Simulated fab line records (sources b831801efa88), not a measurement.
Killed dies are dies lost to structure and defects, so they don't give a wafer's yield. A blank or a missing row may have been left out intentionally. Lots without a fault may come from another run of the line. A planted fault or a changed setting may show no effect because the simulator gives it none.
The tool behind it: which one? ; flow sfq-line ; 15 lots with 43 wafers sampled at 6 steps, on a route of 325 steps

WHAT THE GAUGES READ, wafer by wafer
SFQ_M8_OVL_MEAS_948. Usual: M8_OVL typically reads 2 nm, with standard deviation 6.2.
lot;measured;on;M8_OVL (nm);flag
L965;day 77 07:44;overlay-01;5 0 8;
L966;day 80 08:58;overlay-01;-1 0 -7;
L967;day 80 12:34;overlay-02;5 13 15;
L968;day 80 13:46;overlay-01;7 4 -1;
L970;day 81 00:34;overlay-01;-1 -2 -4;
L971;day 81 04:10;overlay-02;10 10 2;
L972;day 81 06:34;overlay-01;5 6 -2;
L973;day 81 12:52;overlay-02;5 -1 7;
L974;day 81 16:18;overlay-01;-10 -10 -6;
L975;day 81 17:37;overlay-01;-5 3;
L977;day 82 00:34;overlay-01;8 6;
L978;day 81 23:03;overlay-01;-4 -2 -4;
L985;day 92 20:13;overlay-02;1 3 13;
L986;day 92 23:48;overlay-02;3 3 4;
L987;day 93 02:58;overlay-01;-6 0 -1;

EACH LOT AND THE TOOL THAT RAN IT (in order: tool; ch and the chambers of the sampled wafers; start)
lot;SFQ_TRILAYER_I0_CMP_CMP_028;SFQ_TRILAYER_I0_METRO_MEASURE_029;SFQ_TRILAYER_I0_VIA_ETCH_VIA_ETCH_034;SFQ_TRILAYER_I2_VIA_STRIP_STRIP_071;SFQ_TRILAYER_A5B_METRO_MEASURE_131
L965;cmp-01 ch 0,1,3, day 11 15:41;film-metro-04, day 11 19:00;rie-diel-01 ch 0,2,3, day 16 23:44;rie-metal-02 ch 1, day 42 21:35;film-metro-02, day 51 21:00
L966;cmp-01 ch 1,2,3, day 11 21:00;film-metro-02, day 11 23:49;rie-diel-02 ch 1,2, day 17 03:20;rie-metal-01 ch 1, day 42 22:35;film-metro-01, day 65 14:09
L967;cmp-02 ch 1,2,3, day 12 06:13;film-metro-04, day 12 09:44;rie-diel-04 ch 1,2,3, day 17 14:16;rie-metal-02 ch 1, day 43 09:47;film-metro-01, day 65 17:21
L968;cmp-02 ch 1,2,3, day 13 00:20;film-metro-03, day 13 02:28;rie-diel-02 ch 1,2,3, day 18 10:47;rie-metal-04 ch 0,1, day 43 23:54;film-metro-01, day 65 19:57
L970;cmp-02 ch 0,3, day 13 16:34;film-metro-02, day 13 19:41;rie-diel-02 ch 0,2,3, day 19 08:31;rie-metal-01 ch 0,1, day 44 19:06;film-metro-02, day 66 14:35
L971;cmp-02 ch 0,1,2, day 14 11:13;film-metro-02, day 14 14:20;rie-diel-01 ch 1,2,3, day 20 02:19;rie-metal-02 ch 0,1, day 45 16:42;film-metro-02, day 66 22:34
L972;cmp-02 ch 0,1,3, day 14 14:13;film-metro-03, day 14 17:20;rie-diel-04 ch 0,1,2, day 20 04:43;rie-metal-02 ch 0,1, day 45 22:42;film-metro-02, day 67 10:34
L973;cmp-01 ch 0,3, day 14 23:20;film-metro-03, day 15 02:21;rie-diel-01 ch 0,2,3, day 20 14:45;rie-metal-02 ch 0,1, day 46 02:35;film-metro-01, day 67 13:58
L974;cmp-01 ch 1,2,3, day 15 07:50;film-metro-04, day 15 11:21;rie-diel-02 ch 1,2, day 20 21:57;rie-metal-01 ch 0,1, day 46 04:59;film-metro-02, day 67 16:58
L975;cmp-01 ch 1,3, day 15 14:31;film-metro-04, day 15 17:50;rie-diel-04 ch 2,3, day 20 23:09;rie-metal-04 ch 0,1, day 46 05:59;film-metro-01, day 67 17:47
L977;cmp-01 ch 1,3, day 16 02:31;film-metro-04, day 16 06:02;rie-diel-02 ch 1,2, day 21 01:33;rie-metal-01 ch 0,1, day 46 08:35;film-metro-01, day 68 09:59
L978;cmp-01 ch 1,2,3, day 16 09:38;film-metro-02, day 16 12:15;rie-diel-04 ch 0,1,3, day 21 02:45;rie-metal-04 ch 0,1, day 46 10:47;film-metro-01, day 68 07:34
L985;cmp-01 ch 0,1,2, day 19 00:59;film-metro-02, day 19 04:18;rie-diel-04 ch 1,2,3, day 21 11:09;rie-metal-01 ch 0,1, day 47 02:37;film-metro-01, day 73 15:22
L986;cmp-01 ch 0,1,2, day 19 08:18;film-metro-03, day 19 11:25;rie-diel-02 ch 1,3, day 21 12:21;rie-metal-02 ch 0,1, day 47 03:49;film-metro-01, day 74 00:10
L987;cmp-02 ch 0,1,2, day 19 17:36;film-metro-04, day 19 19:25;rie-diel-01 ch 1,2,3, day 21 13:33;rie-metal-02 ch 0,1, day 47 08:37;film-metro-02, day 74 12:22
- SFQ_TRILAYER_I0_CMP_CMP_028: polishes SiO2.
- SFQ_TRILAYER_I0_METRO_MEASURE_029
- SFQ_TRILAYER_I0_VIA_ETCH_VIA_ETCH_034: etches SiO2 in CHF3, stops on Nb, target depth 260 nm.
- SFQ_TRILAYER_I2_VIA_STRIP_STRIP_071: strips in O2.
- SFQ_TRILAYER_A5B_METRO_MEASURE_131

AS READ BY THE TOOLS THEMSELVES (means over the sampled wafers that have a number; for cases with no such wafer, the mark the record gives instead)
SFQ_TRILAYER_I0_CMP_CMP_028. Usual: motor-current-A 10.5 A, standard deviation 1.4; retaining-ring-pressure-frac 1.000, standard deviation 0.0052; time-to-endpoint-s 215 s, standard deviation 8.2.
lot;tool;motor-current-A (A);retaining-ring-pressure-frac;time-to-endpoint-s (s);flag
L965;cmp-01;10.1;1.000;220;
L966;cmp-01;9.7;1.000;231;
L967;cmp-02;11.2;1.005;217;
L968;cmp-02;11.2;1.001;214;
L970;cmp-02;9.9;1.003;215;
L971;cmp-02;11.3;0.997;216;
L972;cmp-02;10.8;1.001;211;
L973;cmp-01;9.9;0.997;209;
L974;cmp-01;10.1;1.008;216;
L975;cmp-01;10.3;0.999;244;OFF
L977;cmp-01;10.2;1.000;240;OFF
L978;cmp-01;10.1;1.002;258;OFF
L985;cmp-01;10.1;0.998;214;
L986;cmp-01;10.1;1.000;209;
L987;cmp-02;10.9;0.993;215;

SFQ_TRILAYER_I0_METRO_MEASURE_029. Usual: thk-nm reads 199.7 nm (standard deviation 1).
lot;tool;thk-nm (nm);flag
L965;film-metro-04;200.2;
L966;film-metro-02;200.5;
L967;film-metro-04;199.4;
L968;film-metro-03;200.1;
L970;film-metro-02;199.7;
L971;film-metro-02;198.8;
L972;film-metro-03;200.1;
L973;film-metro-03;199.0;
L974;film-metro-04;200.1;
L975;film-metro-04;249.4;OFF
L977;film-metro-04;249.1;OFF
L978;film-metro-02;269.5;OFF
L985;film-metro-02;199.6;
L986;film-metro-03;199.0;
L987;film-metro-04;200.6;

SFQ_TRILAYER_I0_VIA_ETCH_VIA_ETCH_034. Usual: drypump-motor-current-A 5.5 A, standard deviation 0.47; oes-product-au 0.853 a.u., standard deviation 0.0048.
lot;tool;drypump-motor-current-A (A);oes-product-au (a.u.);flag
L965;rie-diel-01;5.9;0.853;
L966;rie-diel-02;5.0;0.852;
L967;rie-diel-04;5.6;0.852;
L968;rie-diel-02;5.3;0.857;
L970;rie-diel-02;5.4;0.855;
L971;rie-diel-01;5.9;0.853;
L972;rie-diel-04;5.5;0.855;
L973;rie-diel-01;5.9;0.852;
L974;rie-diel-02;5.0;0.854;
L975;rie-diel-04;5.7;0.927;OFF
L977;rie-diel-02;5.0;0.928;OFF
L978;rie-diel-04;5.7;0.946;OFF
L985;rie-diel-04;5.5;0.857;
L986;rie-diel-02;5.3;0.851;
L987;rie-diel-01;5.9;0.852;

SFQ_TRILAYER_I2_VIA_STRIP_STRIP_071. Usual: drypump-motor-current-A 6.0 A, standard deviation 0.35; oes-product-au 1.005 a.u., standard deviation 0.012.
lot;tool;drypump-motor-current-A (A);oes-product-au (a.u.);flag
L965;rie-metal-02;5.9;1.005;
L966;rie-metal-01;6.1;0.990;
L967;rie-metal-02;5.9;1.001;
L968;rie-metal-04;5.6;1.002;
L970;rie-metal-01;6.0;0.994;
L971;rie-metal-02;6.1;1.015;
L972;rie-metal-02;6.0;1.020;
L973;rie-metal-02;6.1;1.016;
L974;rie-metal-01;6.0;0.991;
L975;rie-metal-04;5.8;1.004;
L977;rie-metal-01;6.0;0.994;
L978;rie-metal-04;5.5;1.012;
L985;rie-metal-01;6.0;0.993;
L986;rie-metal-02;6.1;1.021;
L987;rie-metal-02;6.0;1.006;

SFQ_TRILAYER_A5B_METRO_MEASURE_131. Usual: thk-nm reads 340 nm (standard deviation 5.8).
lot;tool;thk-nm (nm);flag
L965;film-metro-02;337;
L966;film-metro-01;341;
L967;film-metro-01;339;
L968;film-metro-01;339;
L970;film-metro-02;339;
L971;film-metro-02;337;
L972;film-metro-02;343;
L973;film-metro-01;338;
L974;film-metro-02;350;
L975;film-metro-01;339;
L977;film-metro-01;343;
L978;film-metro-01;340;
L985;film-metro-01;336;
L986;film-metro-01;344;
L987;film-metro-02;348;

THE ANSWER, worked out from the rows above alone
Rule: a lot counts as off when the mean over its wafers that have a number is more than 3 standard deviations away from the usual mean. A lot without any number at a reading at which 4 lots or more have one is off too. All remaining lots with rows at the step are treated as sound. After the gauges, taken in route order, come the tools' own readings; for these a lot's mean is taken, as printed above. At the first step where some lot is off, the reading lying furthest off is the one used; lots without a number count as furthest.
Off at SFQ_TRILAYER_I0_CMP_CMP_028 (time-to-endpoint-s): L975, L977, L978.
A tool fits if, at that step or a process step before it, it ran every lot that is off, and no sound lot after the first of them. None of those tried fits.

WHAT HAD BEEN PUT IN BY THE SIMULATOR
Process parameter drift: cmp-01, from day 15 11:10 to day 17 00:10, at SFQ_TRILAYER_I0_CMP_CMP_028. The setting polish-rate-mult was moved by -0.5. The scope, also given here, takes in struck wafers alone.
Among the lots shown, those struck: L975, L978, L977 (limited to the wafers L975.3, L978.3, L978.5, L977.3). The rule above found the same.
